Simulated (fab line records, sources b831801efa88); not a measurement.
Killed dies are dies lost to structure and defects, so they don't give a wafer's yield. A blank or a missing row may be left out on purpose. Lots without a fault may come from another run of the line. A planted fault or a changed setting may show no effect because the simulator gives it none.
fab line records | flow sky130 | part 1 of 2: steps 1 to 23 of 32
record lots=5 wafers=15 last_day=50
route steps=708 shown CONTACT@415 METAL1@434
lots that met no fault: from a run of the same line without faults
start_h: hours from the record's first day to the start of the lot's first wafer shown | wait_h: hours since the lot's step before | " the same as in the row above | L1.1+2: a row that stands for several wafers | - no value, or no start given | * or withheld: withheld | < > ~ a bound
route shown NAME@n: a module of which the file shows steps, and the number in the route of the first | usual: mean/standard deviation of fault-free wafers | same: alike in all rows | chamber/n: place in a boat | sites: the reading at each site | _std_site: their standard deviation | _edge_site: outer sites' mean less inner sites' | radius_mm: how far each site lies from the wafer's centre | mask NAME#n: copy n | behind: the tool/chamber that last shaped the wafer | hold: why the lot was held/for how many hours/how that ended | device: the transistor (n, p or np) that didn't switch | end of line: the same wafers' tests at the end of the route | a step without rows: its recipe alone | killed: dies lost to structure and defects at the first sort, not the wafer's yield | map: a wafer's dies, x killed, . not, _ none there
set.NAME: the setting as run; set.NAME@STEP: as run at that earlier step | model.NAME: the simulator's own value behind a step, which no gauge read
lots at some steps of the route; a table a step, a row a wafer
services: from which hour (start_h, from the record's first day; less than 0 if before it) a tool's chamber was out of use, for how many hours, and why
## steps
# step SKY_CONTACT_COAT_09
# recipe resist=KrF-thick spin_rpm=3000 resist_thk_nm=450
# usual resist_line_temp_C=23.01/0.095
# columns lot.wafer tool chamber start_h wait_h resist_line_temp_C
L080.1 litho_track-02 0 - - 23.21
L080.4 " 0 " " 23.13
L080.5 " 0 " " 23.00
L089.2 litho_track-01 0 - - 22.89
L089.4 " 0 " " 22.89
L089.6 " 0 " " 22.88
L092.1 litho_track-04 0 - - 22.94
L092.2 " 0 " " 22.92
L092.3 " 0 " " 23.01
L095.1 litho_track-04 0 - - 22.98
L095.2 " 0 " " 23.00
L095.5 " 0 " " 22.94
L097.1 litho_track-04 0 - - 22.96
L097.5 " 0 " " 22.92
L097.6 " 0 " " 22.75
# step SKY_CONTACT_SOFTBAKE_10
# recipe temp_c=100 time_s=90 resist=KrF-thick
# usual resist_line_temp_C=22.99/0.1
# columns lot.wafer tool chamber start_h wait_h resist_line_temp_C
L080.1 litho_track-02 0 - - 22.99
L080.4 " 0 " " 22.95
L080.5 " 0 " " 23.11
L089.2 litho_track-01 0 - - 23.05
L089.4 " 0 " " 22.85
L089.6 " 0 " " 22.90
L092.1 litho_track-04 0 - - 22.93
L092.2 " 0 " " 22.92
L092.3 " 0 " " 22.98
L095.1 litho_track-04 0 - - 23.17
L095.2 " 0 " " 23.22
L095.5 " 0 " " 23.02
L097.1 litho_track-04 0 - - 23.08
L097.5 " 0 " " 23.11
L097.6 " 0 " " 23.15
# step SKY_CONTACT_EXPOSE_11
# recipe mask_id=CTM1 na=0.8 source_shape=annular sigma_inner=0.55 sigma_outer=0.85 target_cd_nm=170 dose_mj=38
# usual stage_vel_mm_s=499.96/0.24
# columns lot.wafer tool chamber start_h wait_h mask stage_vel_mm_s
L080.1 krf_scanner-02 0 - - CTM1#0 499.86
L080.4 " 0 " " CTM1#0 500.05
L080.5 " 0 " " CTM1#0 500.53
L089.2 krf_scanner-02 0 - - CTM1#0 499.82
L089.4 " 0 " " CTM1#0 499.72
L089.6 " 0 " " CTM1#0 499.84
L092.1 krf_scanner-01 0 - - CTM1#0 499.97
L092.2 " 0 " " CTM1#0 499.86
L092.3 " 0 " " CTM1#0 500.44
L095.1 krf_scanner-02 0 - - CTM1#0 500.16
L095.2 " 0 " " CTM1#0 500.26
L095.5 " 0 " " CTM1#0 500.20
L097.1 krf_scanner-02 0 - - CTM1#0 499.83
L097.5 " 0 " " CTM1#0 499.63
L097.6 " 0 " " CTM1#0 500.10
# step SKY_CONTACT_PEB_12
# recipe peb_temp_c=withheld peb_time_s=withheld resist=KrF-thick
# usual resist_line_temp_C=*
# columns lot.wafer tool chamber start_h wait_h resist_line_temp_C
L080.1 litho_track-02 0 - - *
L080.4 " 0 " " *
L080.5 " 0 " " *
L089.2 litho_track-01 0 - - *
L089.4 " 0 " " *
L089.6 " 0 " " *
L092.1 litho_track-04 0 - - *
L092.2 " 0 " " *
L092.3 " 0 " " *
L095.1 litho_track-04 0 - - *
L095.2 " 0 " " *
L095.5 " 0 " " *
L097.1 litho_track-01 0 - - *
L097.5 " 0 " " *
L097.6 " 0 " " *
# step SKY_CONTACT_DEVELOP_13
# recipe develop_time_s=60 resist=KrF-thick dev_temp_c=21
# usual resist_line_temp_C=22.99/0.096
# columns lot.wafer tool chamber start_h wait_h resist_line_temp_C
L080.1 litho_track-02 0 - - 22.93
L080.4 " 0 " " 23.17
L080.5 " 0 " " 22.95
L089.2 litho_track-01 0 - - 22.97
L089.4 " 0 " " 22.79
L089.6 " 0 " " 22.88
L092.1 litho_track-04 0 - - 23.01
L092.2 " 0 " " 23.17
L092.3 " 0 " " 22.92
L095.1 litho_track-04 0 - - 23.06
L095.2 " 0 " " 23.11
L095.5 " 0 " " 23.21
L097.1 litho_track-01 0 - - 23.09
L097.5 " 0 " " 23.10
L097.6 " 0 " " 23.15
# step SKY_CONTACT_CD_MEAS_14
# recipe target_cd_nm=170
# usual cd_nm=170.3/1.4
# columns lot.wafer tool chamber start_h wait_h cd_nm
L080.1 cd_sem-01 - 793.12 - 170.4
L080.4 " - " " 169.5
L080.5 " - " " 170.8
L089.2 cd_sem-01 - 842.57 - 172.3
L089.4 " - " " 171.9
L089.6 " - " " 172.4
L092.1 cd_sem-02 - 881.65 - 169.5
L092.2 " - " " 168.1
L092.3 " - " " 168.2
L095.1 cd_sem-01 - 891.00 - 170.1
L095.2 " - " " 168.6
L095.5 " - " " 169.5
L097.1 cd_sem-01 - 903.45 - 172.8
L097.5 " - " " 172.4
L097.6 " - " " 171.2
# step SKY_CONTACT_OVL_MEAS_15
# usual CONTACT_OVL=-1/5.7
# columns lot.wafer tool chamber start_h wait_h CONTACT_OVL[nm]
L080.1 overlay-02 - 793.24 0.1 -5
L080.4 " - " " 2
L080.5 " - " " 5
L089.2 overlay-02 - 842.68 0.1 4
L089.4 " - " " -5
L089.6 " - " " -1
L092.1 overlay-02 - 881.77 0.1 -8
L092.2 " - " " -16
L092.3 " - " " -2
L095.1 overlay-01 - 891.12 0.1 4
L095.2 " - " " 5
L095.5 " - " " 11
L097.1 overlay-01 - 903.57 0.1 6
L097.5 " - " " 12
L097.6 " - " " -3
# step SKY_CONTACT_ETCH_16
# recipe chemistry=N2/H2 target=BARC ion_energy_ev=200 source_w=500 bias_w=100 pressure_mtorr=30 n2_flow_sccm=100 h2_flow_sccm=200 stop_on=SiO2 time_s=45.9 target_depth_a=600
# usual drypump_motor_current_A=5.4/0.37 oes_product_au=0.854/0.0045 throttle_valve_pct=13.224/0.0095
# columns lot.wafer tool chamber start_h wait_h drypump_motor_current_A oes_product_au rf_hours_counter_h throttle_valve_pct
L080.1 rie_diel-03 3 793.28 0.0 4.9 0.860 4 13.219
L080.4 " 0 " " 5.4 0.860 - 13.219
L080.5 " 3 " " 4.9 0.854 - 13.222
L089.2 rie_diel-04 2 842.71 0.0 5.1 0.857 17 13.223
L089.4 " 0 " " 5.1 0.847 17 13.215
L089.6 " 1 " " 5.9 0.863 - 13.227
L092.1 rie_diel-02 1 881.81 0.0 5.8 0.857 6 13.233
L092.2 " 2 " " 5.2 0.859 18 13.217
L092.3 " 0 " " 5.1 0.852 8 13.223
L095.1 rie_diel-04 3 891.16 0.0 6.1 0.856 11 13.239
L095.2 " 2 " " 5.1 0.852 19 13.230
L095.5 " 2 " " 5.0 0.857 - 13.229
L097.1 rie_diel-02 0 903.61 0.0 5.1 0.852 9 13.231
L097.5 " 0 " " 5.1 0.854 - 13.232
L097.6 " 3 " " 5.8 0.858 - 13.210
# step SKY_CONTACT_ETCH_17
# recipe target=SiO2 chemistry=C4F8/O2/Ar stop_on=Si3N4 mask_material=KrF-thick source_w=1500 bias_w=1200 pressure_mtorr=40 c4f8_flow_sccm=withheld O2_flow_sccm=6 Ar_flow_sccm=300 time_s=withheld target_depth_a=3400
# usual oes_product_au=0.892/0.0046
# columns lot.wafer tool chamber start_h wait_h oes_product_au
L080.1 rie_diel-03 3 793.32 0.0 0.889
L080.4 " 0 " " 0.892
L080.5 " 3 " " 0.901
L089.2 rie_diel-04 2 842.75 0.0 0.894
L089.4 " 0 " " 0.893
L089.6 " 1 " " 0.901
L092.1 rie_diel-02 1 881.85 0.0 0.886
L092.2 " 2 " " 0.900
L092.3 " 0 " " 0.885
L095.1 rie_diel-04 3 891.20 0.0 0.899
L095.2 " 2 " " 0.890
L095.5 " 2 " " 0.890
L097.1 rie_diel-02 0 903.65 0.0 0.892
L097.5 " 0 " " 0.900
L097.6 " 3 " " 0.894
# step SKY_CONTACT_ETCH_18
# recipe target=Si3N4 chemistry=CHF3/O2 stop_on=TiN source_w=600 bias_w=200 pressure_mtorr=40 chf3_flow_sccm=50 O2_flow_sccm=5 time_s=39 target_depth_a=750
# usual drypump_motor_current_A=5.4/0.38 oes_product_au=0.857/0.0081 throttle_valve_pct=8.792/0.0087
# columns lot.wafer tool chamber start_h wait_h drypump_motor_current_A oes_product_au rf_hours_counter_h throttle_valve_pct
L080.1 rie_diel-03 3 - - 5.0 0.844 4 8.786
L080.4 " 0 " " 5.4 0.875 - 8.783
L080.5 " 3 " " 5.0 0.862 - 8.798
L089.2 rie_diel-04 2 - - 5.1 0.837 17 8.815
L089.4 " 0 " " 5.0 0.851 17 8.800
L089.6 " 1 " " 5.9 0.855 - 8.777
L092.1 rie_diel-02 1 - - 5.8 0.859 6 8.793
L092.2 " 2 " " 5.3 0.857 18 8.800
L092.3 " 0 " " 5.1 0.861 8 8.788
L095.1 rie_diel-04 3 - - 6.1 0.846 11 8.790
L095.2 " 2 " " 5.1 0.855 19 8.802
L095.5 " 2 " " 5.1 0.845 - 8.796
L097.1 rie_diel-02 0 - - 5.1 0.858 9 8.785
L097.5 " 0 " " 5.1 0.857 - 8.797
L097.6 " 3 " " 5.8 0.854 - 8.774
# step SKY_CONTACT_STRIP_19
# recipe chemistry=O2/N2 power_w=1400 pressure_mtorr=1500 platen_temp_c=withheld o2_flow_sccm=3000 n2_flow_sccm=300 overash_fraction=0.5
# usual drypump_motor_current_A=5.9/0.4 oes_product_au=0.381/0.005 strip_time_to_endpoint_s=3.62/0.038
# columns lot.wafer tool chamber start_h wait_h drypump_motor_current_A oes_product_au rf_hours_counter_h strip_time_to_endpoint_s
L080.1 plasma_asher-02 0 793.41 - 5.1 0.378 67 3.55
L080.4 " 1 " " 6.2 0.377 - 3.57
L080.5 " 0 " " 5.1 0.376 - 3.53
L089.2 plasma_asher-02 0 842.84 - 5.1 0.392 72 3.65
L089.4 " 0 " " 5.1 0.380 - 3.61
L089.6 " 0 " " 5.1 0.375 - 3.64
L092.1 plasma_asher-04 1 881.94 - 6.0 0.380 45 3.65
L092.2 " 0 " " 5.7 0.380 45 3.63
L092.3 " 1 " " 6.0 0.387 - 3.60
L095.1 plasma_asher-03 1 891.29 - 6.2 0.375 104 3.58
L095.2 " 0 " " 6.2 0.389 104 3.63
L095.5 " 0 " " 6.2 0.388 - 3.63
L097.1 plasma_asher-02 0 903.74 - 5.1 0.386 78 3.62
L097.5 " 0 " " 5.1 0.381 - 3.59
L097.6 " 1 " " 6.2 0.391 - 3.65
# step SKY_CONTACT_STRIP_20
# recipe chemistry=post_etch_residue_remover time_s=1200 temp_c=72.5
# usual bath_heat_duty_pct=14.9/1.2
# columns lot.wafer tool chamber start_h wait_h bath_heat_duty_pct
L080.1 wet_bench-01 3 793.51 0.1 15.4
L080.4 " 3 " " 15.6
L080.5 " 3 " " 15.6
L089.2 wet_bench-02 3 842.94 0.1 16.0
L089.4 " 3 " " 15.4
L089.6 " 3 " " 15.4
L092.1 wet_bench-01 0 882.04 0.1 15.5
L092.2 " 0 " " 14.8
L092.3 " 0 " " 16.3
L095.1 wet_bench-02 0 891.39 0.1 15.1
L095.2 " 0 " " 14.1
L095.5 " 0 " " 15.0
L097.1 wet_bench-01 0 903.84 0.1 16.2
L097.5 " 0 " " 15.3
L097.6 " 0 " " 15.5
# step SKY_CONTACT_CLEAN_21
# recipe chemistry=IPA time_s=180 temp_c=25
# usual bath_heat_duty_pct=6.5/0.67
# columns lot.wafer tool chamber start_h wait_h bath_heat_duty_pct
L080.1 wet_bench-03 3 793.85 0.0 6.8
L080.4 " 3 " " 6.7
L080.5 " 3 " " 6.2
L089.2 wet_bench-03 3 843.68 0.0 6.1
L089.4 " 3 " " 5.6
L089.6 " 3 " " 5.3
L092.1 wet_bench-02 0 882.38 0.0 6.3
L092.2 " 0 " " 7.1
L092.3 " 0 " " 7.3
L095.1 wet_bench-03 2 891.73 0.0 5.6
L095.2 " 2 " " 5.2
L095.5 " 2 " " 6.5
L097.1 wet_bench-02 2 904.18 0.0 6.8
L097.5 " 2 " " 6.5
L097.6 " 2 " " 6.8
# step SKY_CONTACT_CLEAN_22
# recipe chemistry=O3/DIW dry=n2_spin
# columns lot.wafer tool chamber start_h wait_h
L080.1+4+5 wet_bench-02 1 793.91 0.0
L089.2+4+6 wet_bench-01 2 843.75 0.0
L092.1+2+3 wet_bench-03 2 882.44 0.0
L095.1+2+5 wet_bench-01 3 891.79 0.0
L097.1+5+6 wet_bench-03 2 904.24 0.0
# step SKY_CONTACT_SPUTTER_23
# recipe material=TiN target_thk_nm=20 chamber_pressure_pa=5 power_w=4000 time_s=80
# usual chamber_pressure_pa=5.000/0.01 throttle_valve_pct=29.7/0.92
# columns lot.wafer tool chamber start_h wait_h chamber_pressure_pa throttle_valve_pct
L080.1 pvd_sputter-02 - 794.00 0.0 5.017 30.6
L080.4 " - " " 5.000 28.4
L080.5 " - " " 5.000 30.2
L089.2 pvd_sputter-01 - 843.84 0.0 4.984 30.7
L089.4 " - " " 5.010 29.7
L089.6 " - " " 5.003 30.3
L092.1 pvd_sputter-02 - 882.54 0.0 5.009 30.8
L092.2 " - " " 4.988 28.1
L092.3 " - " " 5.005 29.9
L095.1 pvd_sputter-02 - 891.89 0.0 5.002 30.2
L095.2 " - " " 5.011 28.2
L095.5 " - " " 4.987 28.5
L097.1 pvd_sputter-04 - 904.33 0.0 4.990 29.9
L097.5 " - " " 4.977 30.0
L097.6 " - " " 4.996 28.5
# step SKY_CONTACT_CVD_24
# recipe material=W target_thk_nm=340 time_s=102.12 temp_c=400 pressure_torr=40
# usual heater_power_outer_w=565/43 heater_power_w=888/62
# columns lot.wafer tool chamber start_h wait_h heater_power_outer_w heater_power_w
L080.1 cvd_w-02 0 794.06 0.0 515 855
L080.4 " 0 " " 525 879
L080.5 " 1 " " 596 949
L089.2 cvd_w-02 1 843.90 0.0 590 977
L089.4 " 0 " " 513 864
L089.6 " 1 " " 599 977
L092.1 cvd_w-01 1 882.61 0.0 611 892
L092.2 " 1 " " 612 913
L092.3 " 1 " " 598 937
L095.1 cvd_w-01 0 891.95 0.0 516 785
L095.2 " 1 " " 614 915
L095.5 " 1 " " 599 927
L097.1 cvd_w-01 0 904.39 0.0 501 794
L097.5 " 0 " " 523 812
L097.6 " 1 " " 594 915
# step SKY_CONTACT_RS_MEAS_25
# recipe thk_meas_gauge=four-point-probe reads=W_of_CONTACT_CVD_24+TiN_of_CONTACT_SPUTTER_23
# usual CONTACT_W_RS=0.337/0.0072
# columns lot.wafer tool chamber start_h wait_h CONTACT_W_RS[ohm/sq]
L080.1 film_metro-03 - 794.17 0.1 0.326
L080.4 " - " " 0.326
L080.5 " - " " 0.341
L089.2 film_metro-04 - 844.03 0.1 0.341
L089.4 " - " " 0.325
L089.6 " - " " 0.342
L092.1 film_metro-02 - 882.83 0.2 0.346
L092.2 " - " " 0.344
L092.3 " - " " 0.343
L095.1 film_metro-04 - 892.06 0.1 0.336
L095.2 " - " " 0.341
L095.5 " - " " 0.339
L097.1 film_metro-03 - 904.50 0.1 0.344
L097.5 " - " " 0.347
L097.6 " - " " 0.350
# step SKY_CONTACT_THK_MEAS_26
# recipe thk_meas_gauge=xrf reads=W_of_CONTACT_CVD_24
# usual CONTACT_W_THK=351/9.2
# columns lot.wafer tool chamber start_h wait_h CONTACT_W_THK[nm]
L080.1 film_metro-03 - 794.29 0.1 365
L080.4 " - " " 368
L080.5 " - " " 353
L089.2 film_metro-04 - 844.14 0.1 345
L089.4 " - " " 363
L089.6 " - " " 344
L092.1 film_metro-02 - 882.95 0.1 340
L092.2 " - " " 341
L092.3 " - " " 343
L095.1 film_metro-04 - 892.18 0.1 348
L095.2 " - " " 342
L095.5 " - " " 345
L097.1 film_metro-03 - 904.62 0.1 344
L097.5 " - " " 341
L097.6 " - " " 338
# step SKY_CONTACT_CMP_27
# recipe stop_on=SiO2 t_overpolish_s=15 down_force_psi=3.5 platen_rpm=60 target_thk_nm=0 pad_velocity_m_s=0.94248
# usual motor_current_A=11.0/1.1 overpolish_run_s=14.999/0.0094 time_to_endpoint_s=83/4.6
# columns lot.wafer tool chamber start_h wait_h motor_current_A overpolish_run_s time_to_endpoint_s
L080.1 cmp-01 3 794.35 0.1 9.4 14.994 85
L080.4 " 0 " " 10.8 14.974 80
L080.5 " 0 " " 10.5 15.000 75
L089.2 cmp-02 3 844.19 0.0 12.9 15.010 82
L089.4 " 2 " " 11.1 15.001 89
L089.6 " 0 " " 11.0 14.996 84
L092.1 cmp-01 2 883.06 0.1 10.9 15.007 85
L092.3 " 3 " " 8.6 14.990 82
L092.2 " 0 " " 10.4 15.003 76
L095.1 cmp-01 2 892.29 0.1 10.8 15.011 84
L095.2 " 3 " " 9.1 14.976 76
L095.5 " 2 " " 10.4 14.977 86
L097.1 cmp-01 3 904.83 0.2 9.4 14.985 75
L097.6 " 0 " " 10.5 14.996 74
L097.5 " 1 " " 13.2 14.988 76
# step SKY_METAL1_SPUTTER_00
# recipe material=Ti target_thk_nm=15 power_w=3000 time_s=10 chamber_pressure_pa=0.4
# usual chamber_pressure_pa=0.3998/0.00074 throttle_valve_pct=29.7/0.94
# columns lot.wafer tool chamber start_h wait_h chamber_pressure_pa throttle_valve_pct
L080.1 pvd_sputter-01 - 794.65 0.2 0.4001 29.6
L080.4 " - " " 0.4016 30.7
L080.5 " - " " 0.3992 30.0
L089.2 pvd_sputter-03 - 844.49 0.2 0.3996 28.7
L089.4 " - " " 0.4001 28.3
L089.6 " - " " 0.4001 28.2
L092.1 pvd_sputter-01 - 883.31 0.2 0.4003 31.1
L092.2 " - " " 0.3993 30.3
L092.3 " - " " 0.4006 30.4
L095.1 pvd_sputter-01 - 892.54 0.2 0.3995 29.3
L095.2 " - " " 0.3999 30.8
L095.5 " - " " 0.3990 30.2
L097.1 pvd_sputter-01 - 904.98 0.1 0.3995 29.6
L097.5 " - " " 0.3996 30.1
L097.6 " - " " 0.3991 30.4
# step SKY_METAL1_SPUTTER_01
# recipe material=TiN target_thk_nm=20 power_w=6500 time_s=16.7 chamber_pressure_pa=0.4
# usual chamber_pressure_pa=0.4000/0.00082 throttle_valve_pct=29.7/0.95
# columns lot.wafer tool chamber start_h wait_h chamber_pressure_pa throttle_valve_pct
L080.1 pvd_sputter-01 - 794.67 0.0 0.4002 29.7
L080.4 " - " " 0.4008 30.8
L080.5 " - " " 0.4001 30.4
L089.2 pvd_sputter-03 - 844.51 0.0 0.4008 28.8
L089.4 " - " " 0.4008 28.2
L089.6 " - " " 0.4005 28.1
L092.1 pvd_sputter-01 - 883.33 0.0 0.3999 30.9
L092.2 " - " " 0.3998 30.2
L092.3 " - " " 0.4011 30.7
L095.1 pvd_sputter-01 - 892.56 0.0 0.4003 29.5
L095.2 " - " " 0.3996 30.8
L095.5 " - " " 0.3999 30.2
L097.1 pvd_sputter-01 - 905.00 0.0 0.4004 29.6
L097.5 " - " " 0.3999 30.3
L097.6 " - " " 0.4004 30.6
# step SKY_METAL1_SPUTTER_02
# recipe material=AlCu target_thk_nm=250 power_w=10600 time_s=13.3 chamber_pressure_pa=0.4
# usual chamber_pressure_pa=0.3999/0.00081 throttle_valve_pct=29.7/0.94
# columns lot.wafer tool chamber start_h wait_h chamber_pressure_pa throttle_valve_pct
L080.1 pvd_sputter-01 - 794.70 0.0 0.3989 29.4
L080.4 " - " " 0.3998 30.7
L080.5 " - " " 0.3989 30.5
L089.2 pvd_sputter-03 - 844.54 0.0 0.3997 28.7
L089.4 " - " " 0.3990 27.9
L089.6 " - " " 0.4000 27.9
L092.1 pvd_sputter-01 - 883.35 0.0 0.4007 30.9
L092.2 " - " " 0.3998 30.1
L092.3 " - " " 0.4008 30.4
L095.1 pvd_sputter-01 - 892.59 0.0 0.4003 29.2
L095.2 " - " " 0.4000 30.7
L095.5 " - " " 0.3992 30.3
L097.1 pvd_sputter-01 - 905.03 0.0 0.4002 29.4
L097.5 " - " " 0.3996 30.1
L097.6 " - " " 0.3986 30.1
# step SKY_METAL1_SPUTTER_03
# recipe material=Ti target_thk_nm=5 power_w=3000 time_s=3.3 chamber_pressure_pa=0.4
# usual chamber_pressure_pa=0.4000/0.00071 throttle_valve_pct=29.7/0.94
# columns lot.wafer tool chamber start_h wait_h chamber_pressure_pa throttle_valve_pct
L080.1 pvd_sputter-01 - 794.72 0.0 0.3997 29.5
L080.4 " - " " 0.3993 31.1
L080.5 " - " " 0.4006 30.3
L089.2 pvd_sputter-03 - 844.56 0.0 0.4009 28.8
L089.4 " - " " 0.4005 28.1
L089.6 " - " " 0.4012 28.1
L092.1 pvd_sputter-01 - 883.38 0.0 0.3997 30.6
L092.2 " - " " 0.4006 30.3
L092.3 " - " " 0.4002 30.3
L095.1 pvd_sputter-01 - 892.61 0.0 0.4001 29.3
L095.2 " - " " 0.4005 30.8
L095.5 " - " " 0.4005 30.1
L097.1 pvd_sputter-01 - 905.05 0.0 0.3995 29.6
L097.5 " - " " 0.4005 29.9
L097.6 " - " " 0.3993 30.5
